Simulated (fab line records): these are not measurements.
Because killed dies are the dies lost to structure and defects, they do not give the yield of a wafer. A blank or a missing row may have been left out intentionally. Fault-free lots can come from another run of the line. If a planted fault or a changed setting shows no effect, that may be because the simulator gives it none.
The tool behind it: which one? ; flow sky130 ; 72 wafers from 24 lots sampled at 6 of the route's 708 steps

WHAT EACH GAUGE READ, for each wafer
SKY_METAL1_RS_MEAS_05: the measuring method here is four-point-probe.
lot;measured;on;METAL1_ALCU_RS (ohm/sq)
L074;day 31 00:12;film_metro-04;0.1277 0.1260 0.1241
L075;day 31 16:03;film_metro-04;0.1247 0.1268 0.1280
L076;day 32 02:31;film_metro-03;0.1272 0.1252 0.1259
L077;day 32 16:11;film_metro-04;0.1260 0.1267 0.1263
L078;day 32 23:30;film_metro-04;0.1297 0.1299 0.1284
L079;day 33 04:29;film_metro-03;0.1252 0.1255 0.1261
L080;day 33 09:50;film_metro-04;0.1260 0.1247 0.1248
L081;day 33 20:29;film_metro-01;0.1305 0.1275 0.1302
L082;day 34 04:56;film_metro-01;0.1273 0.1265 0.1262
L083;day 34 16:41;film_metro-04;0.1244 0.1253 0.1258
L084;day 34 21:57;film_metro-01;0.1217 0.1238 0.1230
L085;day 35 07:43;film_metro-04;0.1282 0.1276 0.1267
L086;day 35 17:08;film_metro-01;0.1288 0.1275 0.1276
L087;day 35 21:23;film_metro-03;0.1280 0.1311 0.1283
L088;day 36 08:58;film_metro-01;0.1271 0.1276 0.1266
L089;day 36 18:09;film_metro-04;0.1276 0.1261 0.1279
L090;day 36 22:13;film_metro-01;0.1269 0.1291 0.1257
L091;day 37 02:17;film_metro-04;0.1271 0.1279 0.1268
L092;day 37 06:12;film_metro-04;0.1237 0.1247 0.1239
L093;day 37 18:04;film_metro-01;0.1252 0.1243 0.1262
L094;day 38 03:08;film_metro-03;0.1248 0.1254 0.1264
L095;day 38 07:14;film_metro-04;0.1276 0.1269 0.1273
L096;day 38 18:29;film_metro-01;0.1303 0.1282 0.1299
L097;day 38 22:37;film_metro-04;0.1285 0.1282 0.1274

SKY_METAL1_CD_MEAS_15 targets a cd of 140 nm.
lot;measured;on;cd_nm (nm)
L074;day 32 04:23;cd_sem-01;142.2 140.1 140.1
L075;day 32 20:34;cd_sem-02;139.0 142.0 139.9
L076;day 33 06:18;cd_sem-02;139.1 138.3 138.3
L077;day 33 20:10;cd_sem-02;141.4 142.2 141.3
L078;day 34 02:59;cd_sem-01;139.8 138.3 138.5
L079;day 34 07:49;cd_sem-02;143.1 141.9 142.0
L080;day 34 13:16;cd_sem-02;140.5 141.0 140.7
L081;day 34 23:49;cd_sem-02;138.0 138.2 139.9
L082;day 35 07:37;cd_sem-01;139.6 139.6 140.7
L083;day 35 19:16;cd_sem-01;141.4 141.0 140.8
L084;day 35 23:56;cd_sem-01;141.6 142.2 141.9
L085;day 36 08:49;cd_sem-02;139.8 139.7 141.9
L086;day 36 18:35;cd_sem-02;138.9 140.9 140.8
L087;day 36 23:24;cd_sem-01;138.2 138.9 138.0
L088;day 37 11:01;cd_sem-01;140.6 141.0 140.4
L089;day 37 19:59;cd_sem-01;139.5 140.4 141.1
L090;day 38 00:07;cd_sem-02;142.7 143.2 143.2
L091;day 38 04:10;cd_sem-02;140.0 141.7 141.2
L092;day 38 07:52;cd_sem-02;144.7 144.1 141.2
L093;day 38 19:26;cd_sem-01;140.6 140.7 140.9
L094;day 39 04:04;cd_sem-01;141.9 141.4 141.9
L095;day 39 08:15;cd_sem-01;139.3 138.9 138.4
L096;day 39 18:39;cd_sem-01;142.3 141.0 141.4
L097;day 39 23:29;cd_sem-02;139.7 140.1 140.9

SKY_VIA3_OVL_MEAS_13.
lot;measured;on;VIA3_OVL (nm)
L074;day 39 04:09;overlay-02;-3 -1 -6
L075;day 39 16:41;overlay-02;5 14 6
L076;day 40 03:56;overlay-01;2 1 -6
L077;day 40 14:47;overlay-02;-1 2 -6
L078;day 40 21:33;overlay-01;-2 2 -4
L079;day 41 01:08;overlay-01;2 9 4
L080;day 41 07:44;overlay-01;0 0 2
L081;day 41 15:59;overlay-01;1 4 -6
L082;day 41 22:08;overlay-01;2 0 -1
L083;day 42 09:59;overlay-02;8 2 11
L084;day 42 14:09;overlay-02;-7 -5 0
L085;day 42 20:50;overlay-02;3 -1 -3
L086;day 43 07:35;overlay-01;5 10 1
L087;day 43 10:21;overlay-01;3 -1 -4
L088;day 43 19:20;overlay-01;1 2 -1
L089;day 44 05:24;overlay-02;3 2 -1
L090;day 44 07:56;overlay-01;1 5 1
L091;day 44 11:14;overlay-02;1 7 -1
L092;day 44 16:26;overlay-01;5 11 13
L093;day 44 23:45;overlay-02;-4 7 0
L094;day 45 08:26;overlay-01;-6 3 4
L095;day 45 12:47;overlay-01;11 8 10
L096;day 45 21:11;overlay-01;6 7 2
L097;day 45 23:53;overlay-01;0 4 4

WHAT TOOL EACH LOT RAN ON (gives the tool, then ch and the chambers of the sampled wafers, and finally the start)
lot;SKY_VT_ADJUST_LVTN_STRIP_20;SKY_CONTACT_ETCH_17;SKY_METAL2_SPUTTER_01
L074;plasma_asher-02 ch 0,1, day 7 08:54;rie_diel-03 ch 1,2,3, day 30 22:43;pvd_sputter-04, day 33 10:56
L075;plasma_asher-03 ch 0, day 7 20:51;rie_diel-03 ch 0,1,3, day 31 14:28;pvd_sputter-03, day 34 02:58
L076;plasma_asher-03 ch 0,1, day 8 04:32;rie_diel-03 ch 0,1, day 32 00:58;pvd_sputter-03, day 34 12:40
L077;plasma_asher-03 ch 0,1, day 8 13:27;rie_diel-03 ch 0,1,3, day 32 14:43;pvd_sputter-03, day 35 02:16
L078;plasma_asher-02 ch 0,1, day 8 21:24;rie_diel-03 ch 2,3, day 32 21:58;pvd_sputter-03, day 35 09:20
L079;plasma_asher-03 ch 0,1, day 9 00:03;rie_diel-01 ch 2,3, day 33 02:58;pvd_sputter-01, day 35 13:39
L080;plasma_asher-03 ch 0,1, day 9 06:39;rie_diel-03 ch 1,2, day 33 08:22;pvd_sputter-03, day 35 19:34
L081;plasma_asher-02 ch 0,1, day 9 15:45;rie_diel-01 ch 0,1,2, day 33 19:01;pvd_sputter-03, day 36 04:31
L082;plasma_asher-02 ch 1, day 9 19:16;rie_diel-03 ch 1,2, day 34 03:25;pvd_sputter-04, day 36 12:53
L083;plasma_asher-03 ch 0,1, day 10 05:55;rie_diel-03 ch 0,1,2, day 34 15:10;pvd_sputter-03, day 37 00:19
L084;plasma_asher-02 ch 0,1, day 10 10:09;rie_diel-03 ch 0,3, day 34 20:25;pvd_sputter-04, day 37 05:19
L085;plasma_asher-01 ch 0,1, day 10 19:49;rie_diel-03 ch 0,1,2, day 35 06:13;pvd_sputter-03, day 37 13:40
L086;plasma_asher-03 ch 0,1, day 11 02:54;rie_diel-01 ch 0,3, day 35 15:34;pvd_sputter-04, day 37 23:37
L087;plasma_asher-02 ch 0,1, day 11 05:56;rie_diel-01 ch 0,1,3, day 35 19:52;pvd_sputter-03, day 38 04:16
L088;plasma_asher-02 ch 0,1, day 11 14:12;rie_diel-01 ch 1,2, day 36 07:28;pvd_sputter-03, day 38 15:52
L089;plasma_asher-02 ch 0,1, day 12 01:28;rie_diel-01 ch 0,3, day 36 16:31;pvd_sputter-04, day 39 01:17
L090;plasma_asher-01 ch 0,1, day 12 01:46;rie_diel-02 ch 0,3, day 36 20:40;pvd_sputter-03, day 39 04:31
L091;plasma_asher-02 ch 0,1, day 12 08:22;rie_diel-03 ch 0,3, day 37 00:46;pvd_sputter-01, day 39 08:13
L092;plasma_asher-01 ch 0,1, day 12 16:28;rie_diel-02 ch 2,3, day 37 04:40;pvd_sputter-03, day 39 11:46
L093;plasma_asher-03 ch 0,1, day 13 04:18;rie_diel-03 ch 0,1,3, day 37 16:34;pvd_sputter-03, day 39 23:03
L094;plasma_asher-03 ch 0,1, day 13 09:57;rie_diel-02 ch 0,1,2, day 38 01:40;pvd_sputter-01, day 40 07:04
L095;plasma_asher-01 ch 0,1, day 13 15:26;rie_diel-02 ch 0,2,3, day 38 05:43;pvd_sputter-03, day 40 11:26
L096;plasma_asher-01 ch 0,1, day 14 03:41;rie_diel-01 ch 2,3, day 38 16:58;pvd_sputter-03, day 40 22:11
L097;plasma_asher-03 ch 0,1, day 14 05:45;rie_diel-02 ch 0,1,3, day 38 21:07;pvd_sputter-01, day 41 03:07
- SKY_VT_ADJUST_LVTN_STRIP_20: strips in O2/N2.
- SKY_CONTACT_ETCH_17: etches SiO2 in C4F8/O2/Ar, stops on Si3N4, target depth 340 nm.
- SKY_METAL2_SPUTTER_01: material TiN, target thk 20 nm, time 16.7 s.

AS READ BY THE TOOLS THEMSELVES (means over the sampled wafers that have a number; for cases with no such wafer, the mark the record gives instead)
SKY_VT_ADJUST_LVTN_STRIP_20.
lot;tool;chamber_pressure_mTorr (mTorr);drypump_motor_current_A (A);n2_flow_sccm (sccm);oes_product_au (a.u.);strip_time_to_endpoint_s (s)
L074;plasma_asher-02;1500.0;5.4;299.7;0.715;14.22
L075;plasma_asher-03;1499.5;6.2;300.4;0.710;14.15
L076;plasma_asher-03;1500.0;6.2;300.4;0.714;14.09
L077;plasma_asher-03;1499.4;6.2;300.5;0.718;14.16
L078;plasma_asher-02;1501.3;5.3;299.4;0.716;14.12
L079;plasma_asher-03;1499.1;6.2;300.6;0.716;14.17
L080;plasma_asher-03;1498.9;6.2;299.8;0.715;14.15
L081;plasma_asher-02;1500.1;5.6;300.5;0.724;14.19
L082;plasma_asher-02;1499.5;5.1;300.5;0.713;14.14
L083;plasma_asher-03;1498.9;6.2;299.9;0.714;14.16
L084;plasma_asher-02;1500.6;5.6;300.3;0.717;14.15
L085;plasma_asher-01;1500.9;5.5;300.0;0.717;14.08
L086;plasma_asher-03;1500.9;6.2;299.4;0.713;14.16
L087;plasma_asher-02;1499.8;5.6;299.6;0.712;14.15
L088;plasma_asher-02;1500.9;5.6;300.3;0.714;14.15
L089;plasma_asher-02;1499.9;5.4;299.7;0.718;14.19
L090;plasma_asher-01;1501.9;5.2;301.7;0.717;14.20
L091;plasma_asher-02;1501.2;5.6;300.7;0.718;14.15
L092;plasma_asher-01;1500.0;5.2;299.7;0.715;14.20
L093;plasma_asher-03;1499.5;6.2;299.8;0.716;14.20
L094;plasma_asher-03;1500.3;6.2;300.7;0.720;14.12
L095;plasma_asher-01;1499.5;5.2;300.1;0.716;14.20
L096;plasma_asher-01;1500.2;5.5;299.8;0.715;14.18
L097;plasma_asher-03;1500.9;6.2;300.2;0.713;14.15

SKY_CONTACT_ETCH_17.
lot;tool;chamber_pressure_mTorr (mTorr);oes_product_au (a.u.)
L074;rie_diel-03;40.04;0.893
L075;rie_diel-03;39.96;0.893
L076;rie_diel-03;39.97;0.891
L077;rie_diel-03;40.03;0.887
L078;rie_diel-03;40.01;0.898
L079;rie_diel-01;39.97;0.894
L080;rie_diel-03;40.00;0.891
L081;rie_diel-01;39.98;0.889
L082;rie_diel-03;40.00;0.892
L083;rie_diel-03;39.99;0.887
L084;rie_diel-03;40.00;0.896
L085;rie_diel-03;39.98;0.889
L086;rie_diel-01;40.02;0.895
L087;rie_diel-01;40.00;0.892
L088;rie_diel-01;40.01;0.894
L089;rie_diel-01;40.02;0.892
L090;rie_diel-02;40.01;0.887
L091;rie_diel-03;40.01;0.893
L092;rie_diel-02;40.02;0.886
L093;rie_diel-03;39.99;0.888
L094;rie_diel-02;40.01;0.887
L095;rie_diel-02;40.02;0.890
L096;rie_diel-01;40.06;0.892
L097;rie_diel-02;40.00;0.887

SKY_METAL2_SPUTTER_01.
lot;tool;throttle_valve_pct (%)
L074;pvd_sputter-04;29.2
L075;pvd_sputter-03;30.8
L076;pvd_sputter-03;30.7
L077;pvd_sputter-03;30.0
L078;pvd_sputter-03;30.0
L079;pvd_sputter-01;29.1
L080;pvd_sputter-03;30.2
L081;pvd_sputter-03;30.9
L082;pvd_sputter-04;29.1
L083;pvd_sputter-03;29.6
L084;pvd_sputter-04;28.9
L085;pvd_sputter-03;30.2
L086;pvd_sputter-04;31.4
L087;pvd_sputter-03;29.4
L088;pvd_sputter-03;30.2
L089;pvd_sputter-04;29.5
L090;pvd_sputter-03;29.6
L091;pvd_sputter-01;29.5
L092;pvd_sputter-03;30.2
L093;pvd_sputter-03;30.5
L094;pvd_sputter-01;29.1
L095;pvd_sputter-03;30.8
L096;pvd_sputter-03;30.2
L097;pvd_sputter-01;29.5

THE ANSWER, worked out from the rows above alone
Rule: the lots themselves supply what counts as usual. Put in order of their means at a reading, lots are off if they are a third of the lots or fewer, leave a main group of 4 or more, and stand apart from it by a gap of 3 or more times the standard deviation of the main group's means; of several such gaps the widest counts. The tables above print the reading to a certain number of digits; a main group whose means all agree to those digits is not used. A lot without any number at a reading at which 4 lots or more have one is off too. Where the step has rows for the other lots, those lots are counted as sound. Order of review: gauges by route order, followed by the tools' own readings, for which a lot's mean as printed above is used. At the first step where some lot is off, the reading lying furthest off is the one used; lots without a number count as furthest.
None of the lots is off at any reading shown; this tells nothing.

WHAT THE SIMULATOR HAD PUT IN
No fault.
